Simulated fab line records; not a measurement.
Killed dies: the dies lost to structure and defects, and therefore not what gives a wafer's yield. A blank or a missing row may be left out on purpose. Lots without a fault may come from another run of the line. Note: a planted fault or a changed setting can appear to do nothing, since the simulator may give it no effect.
Chamber matching | flow sky130 | 4 sister chambers for SKY_VIA2_CMP_24 on cmp-01
The step polishes, stops on SiO2, t overpolish 20 s, target thk 0 nm. 4 wafers are shown with their chamber, then 10 later ones without.

== WAFERS PAIRED WITH THEIR CHAMBERS ==
wafer  | chamber | motor current A (A)
L085.3 | 2       | 12.8
L085.6 | 1       | 9.9
L087.2 | 3       | 13.1
L087.3 | 0       | 10.0

== WAFERS MISSING THEIR CHAMBER ==
wafer  | motor current A (A)
L087.5 | 9.9
L091.1 | 12.8
L091.2 | 12.8
L091.6 | 12.4
L093.2 | 13.4
L093.3 | 9.8
L093.4 | 12.4
L096.1 | 13.6
L096.4 | 10.0
L096.5 | 13.7

== CHAMBER TAKEN BY EACH ==
wafer  | from the rows above     | in truth
L087.5 | can't be placed: 1 or 0 | 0
L091.1 | can't be placed: 2 or 3 | 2
L091.2 | can't be placed: 2 or 3 | 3
L091.6 | can't be placed: 2 or 3 | 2
L093.2 | can't be placed: 3 or 2 | 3
L093.3 | can't be placed: 1 or 0 | 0
L093.4 | can't be placed: 2 or 3 | 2
L096.1 | can't be placed: 3 or 2 | 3
L096.4 | can't be placed: 0 or 1 | 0
L096.5 | can't be placed: 3 or 2 | 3
Placed correctly: 0 of 10. These rows do not allow placing 10 (true chamber among the candidates in 10). Wrongly placed: 0.
How it was worked out, from the rows above alone: a wafer's distance from a chamber is the root of the sum, over the readings, of the square of ((its reading less the chamber's mean) divided by the reading's scatter). The wafer belongs to the nearest chamber; if the next one is less than 2 further off, it can't be placed. Each chamber's mean is taken over the wafers shown for it. The scatter: with one shown wafer a chamber, the root of the mean of the squares of how far each hidden wafer lies from its nearest shown one.
